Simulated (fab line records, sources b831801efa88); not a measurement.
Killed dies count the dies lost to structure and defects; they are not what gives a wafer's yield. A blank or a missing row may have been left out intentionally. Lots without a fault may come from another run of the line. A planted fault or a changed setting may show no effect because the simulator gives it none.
fab line records -- flow sky130
record: lots: 11, wafers: 33, last-day: 50
route steps=708 shown LDD_HVN@276 POLY_CUT@317 RES_XHIGH@339 LI_CONTACT@376
lots that met no fault: from a run of the same line without faults
start-h: hours from the record's opening day to when the first of the lot's shown wafers began -- wait-h: hours from the lot's prior step to this one -- " unchanged from the row above -- L1.1+2: a row that stands for several wafers -- - value missing, or start not given -- * or withheld: withheld -- < > ~ a bound
route shown NAME@n: NAME is a module with steps in the file, n the number in the route of the first one -- usual: mean/standard deviation of fault-free wafers -- same: alike in all rows -- chamber/n: place in a boat -- sites: per-site readings -- _std_site: their standard deviation -- _edge_site: mean of outer sites minus mean of inner sites -- radius-mm: how far each site lies from the wafer's centre -- mask NAME#n: copy n -- behind: the last tool/chamber to shape the wafer -- hold: cause of the lot's hold/its duration in hours/its outcome -- device: the n, p or np transistor that did not switch -- end of line: the tests these same wafers got at the end of their route -- a step given without rows: its recipe and nothing more -- killed: count of dies lost to structure and defects at first sort (not the wafer's yield) -- map: the dies of a wafer, with x for killed, . for not killed, _ for no die there
set.NAME: setting as actually run; set.NAME@STEP: the setting as run at that earlier step -- model.NAME: the simulator's own value behind a step, which no gauge read
a sample of lots followed through the steps of the route, with each step as a table and each wafer as a row
services: the hour from which a tool's chamber was out of use, counted from the record's first day as start-h (under 0 if before that day), plus the number of hours and why
== steps ==
step: SKY_LDD_HVN_STRIP_09
recipe: chemistry: O2/N2, power-w: 1400, pressure-mtorr: 1500, platen-temp-c: withheld, o2-flow-sccm: 3000, n2-flow-sccm: 300, overash-fraction: 0.5
usual: drypump-motor-current-A: 5.8/0.5, oes-product-au: 0.409/0.0049, strip-time-to-endpoint-s: 4.142/0.014
same: overash-fraction: 0.5
lot.wafer,tool,chamber,start-h,wait-h,drypump-motor-current-A,oes-product-au,rf-hours-counter-h,strip-time-to-endpoint-s
L402.2,plasma-asher-03,1,467.33,0.1,6.5,0.407,75,4.098
L402.3,plasma-asher-03,0,467.33,0.1,6.1,0.411,-,4.140
L402.4,plasma-asher-03,1,467.33,0.1,6.5,0.411,-,4.126
L403.2,plasma-asher-03,0,477.53,0.1,6.1,0.411,76,4.117
L403.3,plasma-asher-03,1,477.53,0.1,6.5,0.399,-,4.142
L403.6,plasma-asher-03,1,477.53,0.1,6.4,0.405,-,4.120
L405.2,plasma-asher-03,0,500.52,0.1,6.1,0.419,78,4.128
L405.5,plasma-asher-03,1,500.52,0.1,6.5,0.418,-,4.130
L405.6,plasma-asher-03,0,500.52,0.1,6.1,0.403,-,4.151
L407.2,plasma-asher-04,0,517.57,0.1,5.0,0.406,73,4.125
L407.4,plasma-asher-04,1,517.57,0.1,5.4,0.412,-,4.119
L407.6,plasma-asher-04,0,517.57,0.1,5.0,0.415,-,4.132
L408.1,plasma-asher-01,1,527.07,0.1,5.9,0.418,44,4.143
L408.4,plasma-asher-01,0,527.07,0.1,5.8,0.407,-,4.152
L408.5,plasma-asher-01,0,527.07,0.1,5.8,0.400,-,4.149
L409.2,plasma-asher-03,1,533.71,0.1,6.5,0.408,80,4.150
L409.3,plasma-asher-03,0,533.71,0.1,6.1,0.413,-,4.158
L409.6,plasma-asher-03,0,533.71,0.1,6.1,0.406,-,4.155
L413.1,plasma-asher-04,1,571.93,0.1,5.5,0.407,79,4.164
L413.2,plasma-asher-04,0,571.93,0.1,5.0,0.411,79,4.166
L413.6,plasma-asher-04,1,571.93,0.1,5.4,0.406,-,4.153
L414.3,plasma-asher-04,0,581.64,0.1,5.0,0.410,-,4.140
L414.4,plasma-asher-04,1,581.64,0.1,5.4,0.409,-,4.152
L414.6,plasma-asher-04,0,581.64,0.1,5.0,0.406,-,4.138
L416.4,plasma-asher-03,0,597.50,0.1,6.1,0.414,-,4.154
L416.5,plasma-asher-03,1,597.50,0.1,6.5,0.414,-,4.156
L416.6,plasma-asher-03,0,597.50,0.1,6.1,0.413,-,4.118
L420.2,plasma-asher-01,1,630.83,0.1,5.9,0.402,55,4.119
L420.3,plasma-asher-01,1,630.83,0.1,5.9,0.401,-,4.142
L420.4,plasma-asher-01,0,630.83,0.1,5.7,0.408,-,4.139
L423.3,plasma-asher-04,0,651.26,0.1,5.0,0.420,-,4.131
L423.4,plasma-asher-04,1,651.26,0.1,5.5,0.407,-,4.134
L423.5,plasma-asher-04,1,651.26,0.1,5.4,0.406,-,4.147
step: SKY_POLY_CUT_ETCH_10
recipe: chemistry: N2/H2, target: BARC, ion-energy-ev: 200, source-w: 500, bias-w: 100, pressure-mtorr: 30, n2-flow-sccm: 100, h2-flow-sccm: 200, stop-on: SiO2, time-s: 45.9, target-depth-a: 600
usual: drypump-motor-current-A: 6.0/0.46, oes-product-au: 0.855/0.0051, throttle-valve-pct: 13.225/0.0099
same: time-s: 45.9
lot.wafer,tool,chamber,start-h,wait-h,drypump-motor-current-A,oes-product-au,rf-hours-counter-h,throttle-valve-pct
L402.2,rie-diel-01,1,560.95,0.0,6.8,0.852,47,13.218
L402.3,rie-diel-01,2,560.95,0.0,6.4,0.843,6,13.233
L402.4,rie-diel-01,0,560.95,0.0,5.4,0.854,12,13.206
L403.2,rie-diel-01,1,569.30,0.0,6.8,0.851,47,13.223
L403.3,rie-diel-01,2,569.30,0.0,6.4,0.863,6,13.222
L403.6,rie-diel-01,1,569.30,0.0,6.8,0.853,-,13.222
L405.2,rie-diel-01,2,592.79,0.0,6.4,0.855,6,13.217
L405.5,rie-diel-01,3,592.79,0.0,5.7,0.852,-,13.217
L405.6,rie-diel-01,1,592.79,0.0,6.8,0.853,-,13.230
L407.2,rie-diel-04,2,614.54,0.0,6.3,0.862,36,13.232
L407.4,rie-diel-04,3,614.54,0.0,5.2,0.859,60,13.240
L407.6,rie-diel-04,2,614.54,0.0,6.2,0.860,-,13.233
L408.1,rie-diel-04,2,617.65,0.0,6.2,0.865,36,13.216
L408.4,rie-diel-04,1,617.65,0.0,6.6,0.857,40,13.231
L408.5,rie-diel-04,3,617.65,0.0,5.2,0.850,-,13.230
L409.2,rie-diel-03,0,623.74,0.0,5.8,0.854,14,13.237
L409.3,rie-diel-03,2,623.74,0.0,5.6,0.854,3,13.228
L409.6,rie-diel-03,3,623.74,0.0,5.9,0.863,-,13.224
L413.1,rie-diel-01,1,663.60,0.0,6.8,0.850,48,13.228
L413.2,rie-diel-01,2,663.60,0.0,6.4,0.850,7,13.224
L413.6,rie-diel-01,0,663.60,0.0,5.4,0.855,-,13.223
L414.3,rie-diel-04,0,671.09,0.0,6.0,0.849,12,13.217
L414.4,rie-diel-04,0,671.09,0.0,5.9,0.851,-,13.214
L414.6,rie-diel-04,2,671.09,0.0,6.3,0.856,-,13.215
L416.4,rie-diel-01,0,686.54,0.0,5.3,0.857,14,13.216
L416.5,rie-diel-01,1,686.54,0.0,6.8,0.858,-,13.215
L416.6,rie-diel-01,0,686.54,0.0,5.4,0.852,-,13.226
L420.2,rie-diel-03,0,718.75,0.0,5.8,0.849,16,13.234
L420.3,rie-diel-03,1,718.75,0.0,6.3,0.861,2,13.217
L420.4,rie-diel-03,2,718.75,0.0,5.6,0.852,6,13.215
L423.3,rie-diel-03,1,739.13,0.0,6.3,0.854,2,13.221
L423.4,rie-diel-03,0,739.13,0.0,5.9,0.855,17,13.228
L423.5,rie-diel-03,2,739.13,0.0,5.6,0.864,-,13.223
step: SKY_RES_XHIGH_IMPLANT_07
recipe: species: BF2, energy-kev: 20, dose-cm2: 3.6e+14, tilt-deg: 0
usual: faraday-current-uA: 546/35
lot.wafer,tool,chamber,start-h,wait-h,faraday-current-uA
L402.2,implanter-04,0,621.17,0.1,563
L402.3,implanter-04,0,621.17,0.1,554
L402.4,implanter-04,0,621.17,0.1,565
L403.2,implanter-02,0,628.69,0.1,579
L403.3,implanter-02,0,628.69,0.1,544
L403.6,implanter-02,0,628.69,0.1,577
L405.2,implanter-04,0,652.07,0.1,561
L405.5,implanter-04,0,652.07,0.1,557
L405.6,implanter-04,0,652.07,0.1,558
L407.2,implanter-02,0,672.62,0.1,562
L407.4,implanter-02,0,672.62,0.1,566
L407.6,implanter-02,0,672.62,0.1,570
L408.1,implanter-02,0,675.37,0.1,573
L408.4,implanter-02,0,675.37,0.1,577
L408.5,implanter-02,0,675.37,0.1,570
L409.2,implanter-02,0,682.24,0.1,577
L409.3,implanter-02,0,682.24,0.1,540
L409.6,implanter-02,0,682.24,0.1,554
L413.1,implanter-04,0,718.89,0.1,550
L413.2,implanter-04,0,718.89,0.1,563
L413.6,implanter-04,0,718.89,0.1,554
L414.3,implanter-04,0,727.22,0.1,570
L414.4,implanter-04,0,727.22,0.1,555
L414.6,implanter-04,0,727.22,0.1,552
L416.4,implanter-02,0,742.12,0.1,574
L416.5,implanter-02,0,742.12,0.1,559
L416.6,implanter-02,0,742.12,0.1,589
L420.2,implanter-02,0,773.34,0.1,652
L420.3,implanter-02,0,773.34,0.1,665
L420.4,implanter-02,0,773.34,0.1,644
L423.3,implanter-02,0,792.59,0.1,669
L423.4,implanter-02,0,792.59,0.1,653
L423.5,implanter-02,0,792.59,0.1,671
step: SKY_RES_XHIGH_TW_MEAS_09
usual: RES_XHIGH_TW: 1634/20
lot.wafer,tool,chamber,start-h,wait-h,RES_XHIGH_TW
L402.2,film-metro-01,-,621.40,0.1,1657
L402.3,film-metro-01,-,621.40,0.1,1651
L402.4,film-metro-01,-,621.40,0.1,1640
L403.2,film-metro-04,-,628.93,0.1,1640
L403.3,film-metro-04,-,628.93,0.1,1657
L403.6,film-metro-04,-,628.93,0.1,1655
L405.2,film-metro-02,-,652.30,0.1,1610
L405.5,film-metro-02,-,652.30,0.1,1610
L405.6,film-metro-02,-,652.30,0.1,1613
L407.2,film-metro-01,-,672.85,0.1,1649
L407.4,film-metro-01,-,672.85,0.1,1648
L407.6,film-metro-01,-,672.85,0.1,1658
L408.1,film-metro-02,-,675.62,0.1,1618
L408.4,film-metro-02,-,675.62,0.1,1622
L408.5,film-metro-02,-,675.62,0.1,1621
L409.2,film-metro-02,-,682.48,0.1,1621
L409.3,film-metro-02,-,682.48,0.1,1612
L409.6,film-metro-02,-,682.48,0.1,1608
L413.1,film-metro-01,-,719.14,0.1,1653
L413.2,film-metro-01,-,719.14,0.1,1654
L413.6,film-metro-01,-,719.14,0.1,1647
L414.3,film-metro-04,-,727.44,0.1,1650
L414.4,film-metro-04,-,727.44,0.1,1652
L414.6,film-metro-04,-,727.44,0.1,1653
L416.4,film-metro-01,-,742.32,0.1,1653
L416.5,film-metro-01,-,742.32,0.1,1658
L416.6,film-metro-01,-,742.32,0.1,1664
L420.2,film-metro-02,-,773.58,0.1,1545
L420.3,film-metro-02,-,773.58,0.1,1537
L420.4,film-metro-02,-,773.58,0.1,1542
L423.3,film-metro-01,-,792.81,0.1,1576
L423.4,film-metro-01,-,792.81,0.1,1568
L423.5,film-metro-01,-,792.81,0.1,1570
step: SKY_SD_N_RS_MEAS_18
recipe: thk-meas-gauge: four-point-probe
usual: RES_XHIGH_RS: 333.4/1.3
lot.wafer,tool,chamber,start-h,wait-h,RES_XHIGH_RS[ohm/sq]
L402.2,film-metro-04,-,651.84,0.1,335.7
L402.3,film-metro-04,-,651.84,0.1,335.8
L402.4,film-metro-04,-,651.84,0.1,335.0
L403.2,film-metro-01,-,658.53,0.1,334.7
L403.3,film-metro-01,-,658.53,0.1,333.0
L403.6,film-metro-01,-,658.53,0.1,334.6
L405.2,film-metro-04,-,682.33,0.1,335.1
L405.5,film-metro-04,-,682.33,0.1,333.9
L405.6,film-metro-04,-,682.33,0.1,336.1
L407.2,film-metro-01,-,702.08,0.1,331.6
L407.4,film-metro-01,-,702.08,0.1,332.1
L407.6,film-metro-01,-,702.08,0.1,331.3
L408.1,film-metro-04,-,704.78,0.1,333.4
L408.4,film-metro-04,-,704.78,0.1,333.2
L408.5,film-metro-04,-,704.78,0.1,333.4
L409.2,film-metro-02,-,712.00,0.1,335.2
L409.3,film-metro-02,-,712.00,0.1,335.2
L409.6,film-metro-02,-,712.00,0.1,334.7
L413.1,film-metro-04,-,747.37,0.1,331.0
L413.2,film-metro-04,-,747.37,0.1,332.3
L413.6,film-metro-04,-,747.37,0.1,332.1
L414.3,film-metro-04,-,755.56,0.1,332.4
L414.4,film-metro-04,-,755.56,0.1,332.2
L414.6,film-metro-04,-,755.56,0.1,333.6
L416.4,film-metro-04,-,771.13,0.1,334.1
L416.5,film-metro-04,-,771.13,0.1,333.9
L416.6,film-metro-04,-,771.13,0.1,334.5
L420.2,film-metro-04,-,801.04,0.1,371.9
L420.3,film-metro-04,-,801.04,0.1,372.6
L420.4,film-metro-04,-,801.04,0.1,372.7
L423.3,film-metro-01,-,820.11,0.1,376.8
L423.4,film-metro-01,-,820.11,0.1,375.6
L423.5,film-metro-01,-,820.11,0.1,378.5
step: SKY_LI_CONTACT_ETCH_14
recipe: chemistry: N2/H2, target: BARC, ion-energy-ev: 200, source-w: 500, bias-w: 100, pressure-mtorr: 30, n2-flow-sccm: 100, h2-flow-sccm: 200, stop-on: SiO2, time-s: 45.9, target-depth-a: 600
usual: drypump-motor-current-A: 5.9/0.46, oes-product-au: 0.854/0.005, throttle-valve-pct: 13.224/0.0089
same: time-s: 45.9
lot.wafer,tool,chamber,start-h,wait-h,drypump-motor-current-A,oes-product-au,rf-hours-counter-h,throttle-valve-pct
L402.2,rie-diel-03,2,681.43,0.0,5.6,0.850,5,13.221
L402.3,rie-diel-03,0,681.43,0.0,5.8,0.858,16,13.238
L402.4,rie-diel-03,1,681.43,0.0,6.3,0.846,1,13.213
L403.2,rie-diel-02,0,687.49,0.0,6.2,0.852,11,13.230
L403.3,rie-diel-02,1,687.49,0.0,5.8,0.853,23,13.225
L403.6,rie-diel-02,2,687.49,0.0,5.9,0.863,-,13.215
L405.2,rie-diel-02,2,711.58,0.0,5.9,0.856,17,13.228
L405.5,rie-diel-02,2,711.58,0.0,5.9,0.848,-,13.221
L405.6,rie-diel-02,3,711.58,0.0,5.1,0.847,-,13.216
L407.2,rie-diel-03,2,730.29,0.0,5.5,0.859,7,13.219
L407.4,rie-diel-03,3,730.29,0.0,5.9,0.856,14,13.234
L407.6,rie-diel-03,3,730.29,0.0,5.9,0.866,-,13.234
L408.1,rie-diel-02,2,733.45,0.0,5.9,0.856,17,13.231
L408.4,rie-diel-02,3,733.45,0.0,5.2,0.853,3,13.218
L408.5,rie-diel-02,3,733.45,0.0,5.2,0.847,-,13.220
L409.2,rie-diel-02,3,740.09,0.0,5.2,0.853,3,13.236
L409.3,rie-diel-02,1,740.09,0.0,5.8,0.839,24,13.228
L409.6,rie-diel-02,0,740.09,0.0,6.2,0.847,-,13.212
L413.1,rie-diel-01,3,774.70,0.0,5.7,0.851,6,13.225
L413.2,rie-diel-01,1,774.70,0.0,6.7,0.853,1,13.235
L413.6,rie-diel-01,1,774.70,0.0,6.8,0.852,-,13.233
L414.3,rie-diel-01,0,783.68,0.0,5.3,0.860,16,13.234
L414.4,rie-diel-01,3,783.68,0.0,5.7,0.859,6,13.224
L414.6,rie-diel-01,0,783.68,0.0,5.3,0.852,-,13.219
L416.4,rie-diel-02,3,798.89,0.0,5.1,0.857,4,13.230
L416.5,rie-diel-02,2,798.89,0.0,5.9,0.855,-,13.236
L416.6,rie-diel-02,1,798.89,0.0,5.8,0.858,-,13.229
L420.2,rie-diel-01,2,828.63,0.0,6.4,0.862,11,13.228
L420.3,rie-diel-01,3,828.63,0.0,5.7,0.859,8,13.229
L420.4,rie-diel-01,0,828.63,0.0,5.3,0.851,17,13.226
L423.3,rie-diel-02,2,847.29,0.0,5.9,0.847,21,13.232
L423.4,rie-diel-02,3,847.29,0.0,5.2,0.864,6,13.225
L423.5,rie-diel-02,2,847.29,0.0,5.9,0.855,-,13.215
== services ==
tool,chamber,start-h,hours,kind
rie-diel-02,0,454.12,8.2,repair
rie-diel-01,1,459.14,3.2,repair
rie-diel-02,2,460.60,13.2,repair
rie-diel-02,3,468.56,12.7,repair
implanter-02,-,510.49,1.0,repair
rie-diel-02,0,515.72,7.7,repair
implanter-02,-,539.66,1.3,repair
rie-diel-02,1,563.98,8.9,repair
rie-diel-02,3,566.14,76.6,repair
rie-diel-02,2,575.67,2.5,repair
rie-diel-02,1,590.20,6.4,repair
rie-diel-01,0,591.12,3.1,repair
implanter-02,-,635.71,6.2,repair
rie-diel-01,-,742.60,1.7,repair
rie-diel-01,3,749.44,15.6,repair
implanter-02,-,760.93,1.7,repair
rie-diel-01,1,764.17,2.9,repair
implanter-02,-,765.85,1.1,repair
rie-diel-01,0,799.21,8.7,repair
implanter-02,-,805.39,2.3,repair
implanter-02,-,808.41,0.7,repair
rie-diel-01,0,815.48,3.3,repair
implanter-02,-,835.11,1.1,repair
implanter-02,-,844.37,4.8,pm
== key ==
first-sign: step: SKY_RES_XHIGH_IMPLANT_07, reading: faraday-current-uA, direction: up, sigmas: 3.2, usual: 546, struck: 659
effect: step: SKY_RES_XHIGH_TW_MEAS_09, reading: RES_XHIGH_TW, direction: down, sigmas: 3.8, usual: 1634, struck: 1556
effect: step: SKY_SD_N_RS_MEAS_18, reading: RES_XHIGH_RS, direction: up, sigmas: 31, usual: 333.4, struck: 374.7
met-at SKY_RES_XHIGH_IMPLANT_07
struck-lots L420,L423
tester-left-out L420,L423
not-acting-at SKY_LDD_HVN_STRIP_09,SKY_POLY_CUT_ETCH_10,SKY_LI_CONTACT_ETCH_14
onset-between 742.12 773.34
fault: kind: process-parameter-drift, tool: implanter-02, chamber: -, onset-h: 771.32, steps: SKY_RES_XHIGH_IMPLANT_07, channel: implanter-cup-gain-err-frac, offset: 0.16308, shape: step, end-h: 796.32
tester-left-out: of these lots the tester's yield and bins aren't shown, on N5 and GAA mostly nor the transistor test; their killed dies are dies lost to structure and defects alone, not to doping, threshold or leakage, so they don't give the yield
